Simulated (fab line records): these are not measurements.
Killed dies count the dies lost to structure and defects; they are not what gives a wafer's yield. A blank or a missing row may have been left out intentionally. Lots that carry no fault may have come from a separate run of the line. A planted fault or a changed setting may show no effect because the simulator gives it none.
Which tool did it? || flow sky130 || Sampling: 6 lots, 18 wafers, 2 of 708 route steps

## WHAT THE GAUGES READ, wafer by wafer
SKY_METAL2_RS_MEAS_05: uses a four-point probe to measure.
{"lot": "L255", "measured": "day 36 22:28", "on": "filmMetro-04", "METAL2_ALCU_RS (ohm/sq)": "0.1261 0.1260 0.1260"}
{"lot": "L258", "measured": "day 38 05:36", "on": "filmMetro-04", "METAL2_ALCU_RS (ohm/sq)": "0.1266 0.1269 0.1260"}
{"lot": "L256", "measured": "day 38 10:20", "on": "filmMetro-03", "METAL2_ALCU_RS (ohm/sq)": "0.1301 0.1280 0.1286"}
{"lot": "L259", "measured": "day 39 06:03", "on": "filmMetro-04", "METAL2_ALCU_RS (ohm/sq)": "0.1262 0.1261 0.1253"}
{"lot": "L266", "measured": "day 40 02:55", "on": "filmMetro-02", "METAL2_ALCU_RS (ohm/sq)": "0.1265 0.1269 0.1274"}
{"lot": "L269", "measured": "day 40 23:55", "on": "filmMetro-03", "METAL2_ALCU_RS (ohm/sq)": "0.1242 0.1241 0.1247"}

## TOOL THAT RAN EACH LOT (tool first, then ch and the chambers of the sampled wafers, then the start)
{"lot": "L255", "SKY_METAL2_SPUTTER_02": "pvdSputter-01, day 36 22:22"}
{"lot": "L258", "SKY_METAL2_SPUTTER_02": "pvdSputter-01, day 38 05:29"}
{"lot": "L256", "SKY_METAL2_SPUTTER_02": "pvdSputter-02, day 38 10:14"}
{"lot": "L259", "SKY_METAL2_SPUTTER_02": "pvdSputter-01, day 39 05:55"}
{"lot": "L266", "SKY_METAL2_SPUTTER_02": "pvdSputter-01, day 40 02:48"}
{"lot": "L269", "SKY_METAL2_SPUTTER_02": "pvdSputter-04, day 40 23:48"}
- SKY_METAL2_SPUTTER_02: material AlCu, target thk 250 nm, time 13.3 s.

## THE ANSWER, worked out from the rows above alone
Rule: the lots themselves supply what counts as usual. The widest of any qualifying gaps counts: lots, ordered by their means at a reading, are off when they make up no more than a third of the lots, leave a main group of 4 or more, and stand apart from it by 3 or more times the standard deviation of that group's means. Not used: any main group whose means are identical at the precision the tables above print for the reading. A lot without any number at a reading at which 4 lots or more have one is off too. Where the step has rows for the other lots, those lots are counted as sound.
No lot is off at any reading shown: from this, nothing can be told.

## WHAT HAD BEEN PUT IN BY THE SIMULATOR
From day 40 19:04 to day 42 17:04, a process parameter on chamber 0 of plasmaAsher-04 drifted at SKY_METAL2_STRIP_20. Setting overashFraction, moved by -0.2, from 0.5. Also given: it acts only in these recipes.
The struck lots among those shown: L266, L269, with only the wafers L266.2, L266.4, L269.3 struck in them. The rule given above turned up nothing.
